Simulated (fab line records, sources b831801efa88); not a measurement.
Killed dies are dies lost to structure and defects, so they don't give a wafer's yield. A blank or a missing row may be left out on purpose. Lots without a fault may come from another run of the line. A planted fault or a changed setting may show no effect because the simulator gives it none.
Chamber matching | flow gf180mcu | GF_V4_CMP_04 on cmp-01: 4 sister chambers
The step polishes SiO2. 8 wafers are shown with their chamber, then 7 later ones without.

WAFERS WITH THEIR CHAMBER
wafer  | chamber | motor_current_A (A) | time_to_endpoint_s (s)
L479.2 | 2       | 12.9                | 88
L480.1 | 0       | 11.0                | 83
L480.6 | 2       | 13.3                | 88
L482.1 | 1       | 12.0                | 82
L482.4 | 3       | 11.4                | 90
L482.5 | 3       | 11.9                | 91
L491.1 | 0       | 11.1                | 75
L491.2 | 1       | 11.2                | 67

WAFERS WITHOUT THEIR CHAMBER
wafer  | motor_current_A (A) | time_to_endpoint_s (s)
L491.6 | 11.6                | 82
L492.4 | 13.1                | 75
L492.5 | 11.3                | 81
L492.6 | 11.1                | 72
L496.2 | 12.4                | 75
L496.5 | 13.0                | 78
L496.6 | 12.2                | 82

WHICH CHAMBER EACH WENT THROUGH
wafer  | from the rows above               | in truth
L491.6 | can't be placed: 1 or 3 or 0      | 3
L492.4 | can't be placed: 2 or 1           | 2
L492.5 | can't be placed: 0 or 1 or 3      | 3
L492.6 | can't be placed: 0 or 1           | 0
L496.2 | can't be placed: 1 or 2 or 3 or 0 | 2
L496.5 | 2                                 | 2
L496.6 | can't be placed: 1 or 3 or 2 or 0 | 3
Placed correctly: 1 of 7. Can't be placed from these rows: 6 (the true chamber is among the candidates in 6). Placed wrongly: 0.
How it was worked out, from the rows above alone: a wafer's distance from a chamber is the root of the sum, over the readings, of the square of ((its reading less the chamber's mean) divided by the reading's scatter). The wafer belongs to the nearest chamber; if the next one is less than 2 further off, it can't be placed. A chamber's mean is the mean of its shown wafers. The scatter: the root of (the sum of the squares of (reading less its chamber's mean) over the shown wafers, divided by (wafers less chambers)).
